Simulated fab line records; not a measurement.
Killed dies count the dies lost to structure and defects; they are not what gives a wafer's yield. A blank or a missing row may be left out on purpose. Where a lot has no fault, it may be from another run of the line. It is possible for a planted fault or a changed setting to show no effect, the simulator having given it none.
Matching of chambers    flow gf180mcu    GF_POLY_GATE_ETCH_13 on rie si-01 has 4 sister chambers
The step etches poly-Si in HBr/Cl2, stops on SiO2, target depth 198.5 nm, time 69.6 s. 18 wafers are shown with their chamber, then 9 later ones without.

EACH WAFER AND ITS CHAMBER
wafer   chamber  drypump motor current A (A)  oes product au (a.u.)  HBr_flow_sccm (sccm)
L416.1  2        5.5                          0.989                  149.9
L416.5  1        4.9                          0.998                  150.3
L416.6  0        5.7                          0.994                  149.7
L417.1  3        5.6                          0.988                  149.8
L417.4  2        5.5                          0.988                  149.4
L417.6  1        4.9                          1.002                  150.2
L420.1  1        4.9                          0.982                  150.8
L420.4  2        5.5                          0.980                  149.1
L420.6  3        5.5                          0.980                  149.8
L422.1  3        5.6                          0.996                  150.2
L422.5  1        4.9                          0.990                  150.2
L422.6  2        5.5                          0.987                  149.8
L429.2  0        5.7                          1.002                  149.8
L429.5  1        4.9                          1.000                  150.3
L429.6  3        5.5                          0.980                  149.9
L431.1  3        5.5                          0.986                  150.2
L431.5  3        5.5                          0.985                  150.3
L431.6  0        5.7                          1.000                  150.5

SIGNATURES (averages over the wafers above)
reading                  chamber 0  chamber 1  chamber 2  chamber 3  scatter within a chamber
drypump motor current A  5.700      4.900      5.500      5.533      0.0309
oes product au           0.99867    0.99440    0.98600    0.98583    0.00619
HBr_flow_sccm            150.000    150.360    149.550    150.033    0.304
Rule: for each reading, subtract the chamber's mean from the wafer's reading, divide by that reading's scatter and square the result; add these up over the readings and take the root, which gives the wafer's distance from the chamber. If the next closest chamber is less than 2 further off than the closest, the wafer can't be placed; otherwise it belongs to the closest. The scatter: take each reading less its chamber's mean, square it, sum over the shown wafers, divide by the number of wafers less the number of chambers, and take the root.

WAFERS WITHOUT THEIR CHAMBER
wafer   drypump motor current A (A)  oes product au (a.u.)  HBr_flow_sccm (sccm)
L432.2  5.4                          0.985                  150.0
L432.5  5.5                          0.979                  150.5
L432.6  5.4                          0.994                  150.1
L437.3  5.7                          0.991                  149.6
L437.5  5.7                          1.000                  149.0
L437.6  4.9                          0.993                  150.0
L438.1  5.5                          0.984                  149.7
L438.4  5.5                          0.989                  149.4
L438.6  4.9                          0.991                  149.9

WHICH CHAMBER EACH ONE RAN IN
wafer   from the rows above      in truth
L432.2  can't be placed: 2 or 3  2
L432.5  can't be placed: 3 or 2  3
L432.6  can't be placed: 2 or 3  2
L437.3  0                        0
L437.5  0                        0
L437.6  1                        1
L438.1  can't be placed: 2 or 3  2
L438.4  can't be placed: 2 or 3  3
L438.6  1                        1
Placed correctly: 4 of 9. These rows do not allow placing 5 (true chamber among the candidates in 5). Number placed wrongly: 0.
